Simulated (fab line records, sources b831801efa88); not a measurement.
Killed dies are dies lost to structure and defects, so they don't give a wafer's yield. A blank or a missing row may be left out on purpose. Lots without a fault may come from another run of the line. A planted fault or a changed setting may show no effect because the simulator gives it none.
A struck lot beside a sound one | flow sky130 | 15 steps out of a route of 708
Sound: wafers L321.2, L321.3, L321.6. Struck: wafers L337.2, L337.4. (L337.3 of the same lot was not struck and is left out.) The cause comes at the end.
At each step with rows: each side's tool, then ch and its chambers, then its first start. Under that, the readings that differ: sound wafers | struck wafers | difference of the means | sigmas: that difference in standard deviations of wafers without a fault.
alike: readings whose means differ by less than 2 such deviations, and words and numbers that are the same on both sides. not compared: withheld readings, readings that some wafer has no value for, bounds like >300 that may hide the same value, and numbers for which the record gives no deviation and whose values overlap.
The two part at a step that has a row with sigmas, a row that says differs or no value, or rows on one side only. Numbers that don't overlap but have no deviation are shown without sigmas and don't part them. A reading that every wafer of one side lacks parts them only if that side has two wafers or more.

first, 8 steps without rows for these wafers: SKY_FIELD_ISO_DEHYDRATE_05 (time 60 s); SKY_FIELD_ISO_HMDS_06 (prime time 60 s); SKY_FIELD_ISO_COAT_07 (resist thk 60 nm); SKY_FIELD_ISO_COAT_08 (resist thk 450 nm); SKY_FIELD_ISO_SOFTBAKE_09 (time 90 s); SKY_FIELD_ISO_EXPOSE_10 (exposes mask FOM, target cd 150 nm); SKY_FIELD_ISO_PEB_11; SKY_FIELD_ISO_DEVELOP_12 (develop time 60 s).
SKY_FIELD_ISO_CD_MEAS_13: target cd 150 nm.
  sound on cd_sem-02, day 2 11:48; struck on cd_sem-01, day 5 21:36
  alike: cd_nm
SKY_FIELD_ISO_ETCH_14: etches BARC in N2/H2, stops on SiO2, time 45.9 s, target depth 60 nm.
  sound on rie_diel-02 ch 1,3, day 2 11:54; struck on rie_diel-03 ch 0,2, day 5 21:42
  alike: drypump_motor_current_A, oes_product_au, run_length_s, throttle_valve_pct
  not compared: rf_hours_counter_h
SKY_FIELD_ISO_ETCH_15: etches the open film in CHF3/O2, stops on Si, target depth 180 nm, time 72 s.
  sound on rie_diel-02 ch 1,3, day 2 11:56; struck on rie_diel-03 ch 0,2, day 5 21:44
  alike: drypump_motor_current_A, oes_product_au, run_length_s, throttle_valve_pct
  not compared: rf_hours_counter_h
SKY_FIELD_ISO_STRIP_16: strips in O2/N2.
  sound on plasma_asher-01 ch 0,1, day 2 12:00; struck on plasma_asher-02 ch 1, day 5 21:47
  alike: drypump_motor_current_A, oes_product_au, strip_time_to_endpoint_s
  not compared: rf_hours_counter_h
SKY_FIELD_ISO_ETCH_17: etches Si in HBr/Cl2/O2, target depth 342 nm, time 97.7 s.
  sound on rie_si-01 ch 0,1,3, day 2 12:06; struck on rie_si-01 ch 2,3, day 5 21:53
  reading                               | sound             | struck      | difference | sigmas
  run_length_s (s)                      | 125.4 125.6 126.4 | 117.5 117.9 | -8.1       | -21
  model.FIELD_ISO.feature_depth_nm (nm) | 348.7 345 357.1   | 316.3 308   | -38.1      |
  model.etch.depth_nm (nm)              | 348.7 345 357.1   | 316.3 308   | -38.1      |
  alike: drypump_motor_current_A, oes_product_au, throttle_valve_pct
  not compared: rf_hours_counter_h
then, 1 step without rows for these wafers: SKY_FIELD_ISO_WET_ETCH_18 (etches Si3N4 in H3PO4, target depth 25 nm, time 286 s).
-- the record jumps here: 43 days lie between the struck wafers' starts before and after (it left off in module FIELD_ISO and takes up again in module PAD_OPEN, whose first step shown is number 708 of the route) --
SKY_PAD_OPEN_PROBE_99:
  sound on prober-02, day 45 17:13; struck on prober-02, day 49 03:44
  reading                                 | sound               | struck              | difference | sigmas
  killed_at_M0_to_M3                      | 40 51               | 40 23               | -14        | -2
  model.etest.res_p_drift_20v.line_ohm_um | 1.149e+04 1.217e+04 | 1.005e+04 9848      | -1.881e+03 |
  model.etest.res_p_drift_20v.rs_ohm_sq   | 9580 1.008e+04      | 8428 8176           | -1528      |
  model.etest.pfet_16v.r_on_ohm_um        | 1.556e+04 1.615e+04 | 1.447e+04 1.429e+04 | -1.475e+03 |
  model.etest.res_iso_pwell.rs_ohm_sq     | 3194 3518           | 2697 2548           | -734       |
  model.etest.res_iso_pwell.line_ohm_um   | 1213 1348           | 1038 974.3          | -274       |
  model.etest.cap_poly_to_well.c_af_um2   | 90.2 89.2           | 97.54 98.44         | +8.29      |
  model.etest.field_p.vt_v (V)            | -44.37 -46.1        | -36.2 -34.39        | +9.9       |
  model.etest.field_n.vt_v (V)            | 36.8 36.96          | 33.82 32.62         | -3.66      |
  alike: killed_at_M4_up, killed_at_contacts, killed_at_front_end, killed_at_other, killed_dies, killed_open, killed_short

WHERE THEY PART
First at SKY_FIELD_ISO_ETCH_17; last, within this record, at SKY_PAD_OPEN_PROBE_99.

WHY: what the simulator had put in
Process parameter drift: rie_si-01, from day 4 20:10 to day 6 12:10, at SKY_FIELD_ISO_ETCH_17. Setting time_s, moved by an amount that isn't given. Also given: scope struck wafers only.
